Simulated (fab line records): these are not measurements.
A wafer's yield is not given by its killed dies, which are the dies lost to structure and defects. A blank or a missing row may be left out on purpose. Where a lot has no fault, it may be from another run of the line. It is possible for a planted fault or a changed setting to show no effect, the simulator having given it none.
Which tool is to blame?	flow gf180mcu	15 lots with 45 wafers sampled at 4 steps, on a route of 602 steps

== WHAT THE GAUGES READ, wafer by wafer ==
Not one reading of a measure or inspect step in the record can be checked against a usual standard deviation.

== WHAT TOOL EACH LOT RAN ON (gives the tool, then ch and the chambers of the sampled wafers, and finally the start) ==
lot	GF_DNWELL_STRIP_08	GF_VT_IMPLANT_EXPOSE_37	GF_V1_ETCH_17	GF_V1_CMP_26
L306	plasma_asher-03 ch 0,1, day 2 21:43	iline_stepper-01 ch 0, day 7 10:17	rie_diel-04 ch 0,2,3, day 18 10:11 or earlier	cmp-02 ch 0,1,3, day 18 10:11
L307	plasma_asher-04 ch 1, day 3 00:07	iline_stepper-02 ch 0, day 7 12:39	rie_diel-01 ch 0,2, day 18 16:12 or earlier	cmp-02 ch 0,2, day 18 16:12
L308	plasma_asher-03 ch 0,1, day 3 05:26	iline_stepper-01 ch 0, day 7 18:55	rie_diel-02 ch 0,2,3, day 19 05:48 or earlier	cmp-01 ch 0,2,3, day 19 05:48
L310	plasma_asher-03 ch 0,1, day 3 16:17	iline_stepper-02 ch 0, day 8 13:16	rie_diel-01 ch 1,2,3, day 20 08:44 or earlier	cmp-02 ch 1,2,3, day 20 08:44
L314	plasma_asher-01 ch 0,1, day 4 13:40	iline_stepper-01, day 9 11:01	-	-
L315	plasma_asher-03 ch 0,1, day 4 22:16	iline_stepper-01, day 9 23:31	-	-
L316	plasma_asher-03 ch 0,1, day 5 02:40	iline_stepper-01, day 10 03:14	-	-
L322	plasma_asher-04 ch 0,1, day 6 09:13	iline_stepper-02 ch 0, day 11 17:56	rie_diel-02 ch 0,1,3, day 24 03:56 or earlier	cmp-02 ch 1,2,3, day 24 03:56
L323	plasma_asher-03 ch 0,1, day 6 15:34	iline_stepper-02 ch 0, day 12 03:26	rie_diel-02 ch 1,2,3, day 24 14:37 or earlier	cmp-01 ch 0,1,2, day 24 14:37
L324	plasma_asher-01 ch 0,1, day 6 18:47	iline_stepper-02 ch 0, day 12 06:04	rie_diel-02 ch 0,1,2, day 24 22:31 or earlier	cmp-02 ch 2,3, day 24 22:31
L325	plasma_asher-01 ch 0,1, day 7 01:46	iline_stepper-01 ch 0, day 12 13:24	rie_diel-02 ch 0,1,3, day 25 03:35 or earlier	cmp-01 ch 0,1, day 25 03:35
L326	plasma_asher-01 ch 0,1, day 7 06:02	iline_stepper-02 ch 0, day 12 20:59	rie_diel-04 ch 0,1,2, day 25 16:29 or earlier	cmp-01 ch 0,2,3, day 25 16:29
L327	plasma_asher-01 ch 0,1, day 7 12:17	iline_stepper-02 ch 0, day 13 02:56	rie_diel-01 ch 1,2,3, day 25 16:52 or earlier	cmp-02 ch 0,2,3, day 25 16:52
L328	plasma_asher-03 ch 0, day 7 19:16	iline_stepper-01 ch 0, day 13 10:49	rie_diel-02 ch 0,2,3, day 26 01:56 or earlier	cmp-02 ch 2,3, day 26 01:56
L329	plasma_asher-04 ch 0,1, day 7 21:23	iline_stepper-02 ch 0, day 13 15:52	rie_diel-04 ch 2,3, day 26 05:02 or earlier	cmp-02 ch 2,3, day 26 05:02
- GF_DNWELL_STRIP_08: strips in O2/N2.
- GF_VT_IMPLANT_EXPOSE_37: exposes mask Nwell HV AREA, target cd 860 nm.
- GF_V1_ETCH_17: etches SiO2 in C4F8/O2/Ar, stops on TiN, target depth 630 nm.
- GF_V1_CMP_26: polishes, stops on SiO2, t overpolish 15 s, target thk 0 nm.

== AS READ BY THE TOOLS THEMSELVES (means over the sampled wafers that have a number; for cases with no such wafer, the mark the record gives instead) ==
GF_DNWELL_STRIP_08. Usual: drypump_motor_current_A 5.6 A, standard deviation 0.32; heater_power_w 334 W, standard deviation 14; oes_product_au 0.722 a.u., standard deviation 0.0045; strip_time_to_endpoint_s 36.90 s, standard deviation 0.091.
lot	tool	drypump_motor_current_A (A)	heater_power_w (W)	oes_product_au (a.u.)	strip_time_to_endpoint_s (s)	flag
L306	plasma_asher-03	5.8	320	0.727	36.84	
L307	plasma_asher-04	5.7	362	0.716	36.93	
L308	plasma_asher-03	5.8	326	0.723	36.89	
L310	plasma_asher-03	5.7	326	0.726	36.82	
L314	plasma_asher-01	5.5	346	0.721	37.08	
L315	plasma_asher-03	5.8	321	0.723	36.83	
L316	plasma_asher-03	5.7	326	0.720	36.99	
L322	plasma_asher-04	5.4	333	0.723	37.01	
L323	plasma_asher-03	5.7	338	0.723	36.93	
L324	plasma_asher-01	5.4	344	0.719	36.88	
L325	plasma_asher-01	5.2	334	0.721	36.93	
L326	plasma_asher-01	5.2	338	0.722	37.01	
L327	plasma_asher-01	5.5	347	0.724	36.95	
L328	plasma_asher-03	5.9	330	0.719	36.87	
L329	plasma_asher-04	5.6	343	0.723	36.89	

GF_VT_IMPLANT_EXPOSE_37. Usual: exposure_dose_mJ_cm2 140.00, standard deviation 0.12; focus_offset_nm 0.2 nm, standard deviation 0.49.
lot	tool	exposure_dose_mJ_cm2	focus_offset_nm (nm)	flag
L306	iline_stepper-01	139.99	0.6	
L307	iline_stepper-02	140.05	0.1	
L308	iline_stepper-01	140.00	0.4	
L310	iline_stepper-02	140.04	0.3	
L314	iline_stepper-01	-	-	OFF
L315	iline_stepper-01	-	-	OFF
L316	iline_stepper-01	-	-	OFF
L322	iline_stepper-02	139.86	0.3	
L323	iline_stepper-02	140.03	0.4	
L324	iline_stepper-02	139.88	0.1	
L325	iline_stepper-01	139.98	0.3	
L326	iline_stepper-02	139.81	-0.3	
L327	iline_stepper-02	139.93	0.7	
L328	iline_stepper-01	139.99	0.0	
L329	iline_stepper-02	140.00	0.2	

GF_V1_ETCH_17. Usual: bias_w 1200 W, standard deviation 3.3; oes_product_au 0.856 a.u., standard deviation 0.004.
lot	tool	bias_w (W)	oes_product_au (a.u.)	flag
L306	rie_diel-04	1202	0.854	
L307	rie_diel-01	1204	0.853	
L308	rie_diel-02	1195	0.852	
L310	rie_diel-01	1198	0.855	
L322	rie_diel-02	1204	0.855	
L323	rie_diel-02	1202	0.855	
L324	rie_diel-02	1198	0.852	
L325	rie_diel-02	1199	0.860	
L326	rie_diel-04	1200	0.859	
L327	rie_diel-01	1201	0.852	
L328	rie_diel-02	1204	0.855	
L329	rie_diel-04	1199	0.857	

GF_V1_CMP_26. Usual: head_pressure_psi 3.500 psi, standard deviation 0.0072; motor_current_A 11.5 A, standard deviation 0.95; overpolish_run_s 14.999 s, standard deviation 0.0095; time_to_endpoint_s 83 s, standard deviation 5.4.
lot	tool	head_pressure_psi (psi)	motor_current_A (A)	overpolish_run_s (s)	time_to_endpoint_s (s)	flag
L306	cmp-02	3.507	11.3	14.988	78	
L307	cmp-02	3.506	10.3	14.997	80	
L308	cmp-01	3.495	12.1	15.002	89	
L310	cmp-02	3.508	11.8	14.999	86	
L322	cmp-02	3.504	12.0	14.999	79	
L323	cmp-01	3.502	11.5	14.998	83	
L324	cmp-02	3.504	11.0	14.994	83	
L325	cmp-01	3.499	11.9	15.000	87	
L326	cmp-01	3.498	12.3	14.992	81	
L327	cmp-02	3.501	10.9	14.992	81	
L328	cmp-02	3.513	11.3	14.998	81	
L329	cmp-02	3.509	11.1	14.996	83	

== THE ANSWER, worked out from the rows above alone ==
Rule: a lot counts as off when the mean over its wafers that have a number is more than 3 standard deviations away from the usual mean. Also off: a lot with no number at a reading for which 4 or more lots have one. Any other lot the step has rows for is counted as sound. Order of review: gauges by route order, followed by the tools' own readings, for which a lot's mean as printed above is used. The first step at which some lot is off is used, and at that step the reading that is off furthest; a lot without a number counts as furthest.
Off at GF_VT_IMPLANT_EXPOSE_37 (exposure_dose_mJ_cm2): L314, L315, L316. Without a number there: L314, L315, L316.
If a tool, at that step or one of the process steps before it, ran each lot that is off and ran no sound lot following the first of them, it fits. None of those tried fits.

== WHAT THE SIMULATOR HAD PUT IN ==
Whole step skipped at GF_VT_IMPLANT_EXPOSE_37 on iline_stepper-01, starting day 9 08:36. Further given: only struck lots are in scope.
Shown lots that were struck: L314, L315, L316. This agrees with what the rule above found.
